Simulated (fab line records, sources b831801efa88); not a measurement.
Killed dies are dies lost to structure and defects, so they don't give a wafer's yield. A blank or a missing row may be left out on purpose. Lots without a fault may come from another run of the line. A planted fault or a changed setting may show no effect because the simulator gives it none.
Chamber matching | flow sky130 | SKY_VIA4_CMP_21 on cmp-01: 4 sister chambers
The step polishes, stops on SiO2, t overpolish 25 s, target thk 0 nm. 27 wafers are shown with their chamber, then 12 later ones without.

WAFERS WITH THEIR CHAMBER
wafer  | chamber | motor_current_A (A) | time_to_endpoint_s (s) | overpolish_run_s (s)
L075.2 | 0       | 11.5                | 142                    | 24.993
L075.5 | 0       | 11.9                | 144                    | 25.003
L075.6 | 1       | 13.0                | 131                    | 25.006
L074.3 | 1       | 13.1                | 121                    | 24.985
L074.4 | 3       | 11.6                | 130                    | 25.002
L074.5 | 1       | 13.0                | 124                    | 25.000
L076.2 | 1       | 13.3                | 124                    | 25.004
L076.3 | 0       | 11.9                | 135                    | 25.006
L076.6 | 1       | 13.7                | 125                    | 24.993
L078.1 | 0       | 11.1                | 143                    | 24.996
L078.3 | 2       | 11.6                | 131                    | 24.999
L078.5 | 1       | 14.0                | 129                    | 24.990
L080.1 | 3       | 11.8                | 131                    | 25.007
L080.3 | 0       | 11.3                | 138                    | 25.012
L080.6 | 2       | 10.9                | 126                    | 24.990
L083.3 | 0       | 11.9                | 137                    | 25.006
L083.4 | 2       | 11.2                | 127                    | 24.994
L083.6 | 3       | 11.4                | 132                    | 24.999
L086.2 | 2       | 11.4                | 120                    | 25.004
L086.4 | 1       | 13.1                | 118                    | 25.000
L086.6 | 1       | 12.4                | 122                    | 24.977
L088.1 | 2       | 11.8                | 124                    | 25.022
L088.2 | 3       | 11.4                | 136                    | 25.021
L088.3 | 1       | 12.2                | 124                    | 24.991
L087.1 | 3       | 11.3                | 125                    | 24.979
L087.2 | 1       | 13.2                | 124                    | 25.003
L087.4 | 0       | 11.8                | 134                    | 25.008

SIGNATURES (means of the wafers above)
reading            | chamber 0 | chamber 1 | chamber 2 | chamber 3 | scatter within a chamber
motor_current_A    | 11.629    | 13.100    | 11.380    | 11.500    | 0.409
time_to_endpoint_s | 139.00    | 124.20    | 125.60    | 130.80    | 3.89
overpolish_run_s   | 25.00343  | 24.99490  | 25.00180  | 25.00160  | 0.0106
Rule: a wafer's distance from a chamber is the root of the sum, over the readings, of the square of ((its reading less the chamber's mean) divided by the reading's scatter). The wafer belongs to the nearest chamber; if the next one is less than 2 further off, it can't be placed. The scatter: the root of (the sum of the squares of (reading less its chamber's mean) over the shown wafers, divided by (wafers less chambers)).

WAFERS WITHOUT THEIR CHAMBER
wafer  | motor_current_A (A) | time_to_endpoint_s (s) | overpolish_run_s (s)
L089.2 | 11.9                | 139                    | 24.990
L089.4 | 13.0                | 129                    | 25.014
L089.6 | 13.9                | 127                    | 24.997
L094.2 | 11.4                | 129                    | 24.991
L094.3 | 13.0                | 124                    | 25.000
L094.6 | 11.9                | 141                    | 25.005
L095.3 | 12.6                | 127                    | 25.004
L095.4 | 11.4                | 135                    | 24.990
L095.5 | 11.7                | 124                    | 25.023
L097.1 | 12.8                | 127                    | 24.996
L097.2 | 11.7                | 137                    | 25.003
L097.6 | 11.1                | 132                    | 24.997

WHICH CHAMBER EACH WENT THROUGH
wafer  | from the rows above          | in truth
L089.2 | can't be placed: 0 or 3      | 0
L089.4 | can't be placed: 1 or 3      | 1
L089.6 | 1                            | 1
L094.2 | can't be placed: 3 or 2 or 0 | 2
L094.3 | 1                            | 1
L094.6 | can't be placed: 0 or 3      | 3
L095.3 | can't be placed: 1 or 3 or 2 | 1
L095.4 | can't be placed: 3 or 0 or 2 | 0
L095.5 | can't be placed: 2 or 3      | 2
L097.1 | 1                            | 1
L097.2 | can't be placed: 0 or 3      | 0
L097.6 | can't be placed: 3 or 2 or 0 | 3
Placed correctly: 3 of 12. Can't be placed from these rows: 9 (the true chamber is among the candidates in 9). Placed wrongly: 0.
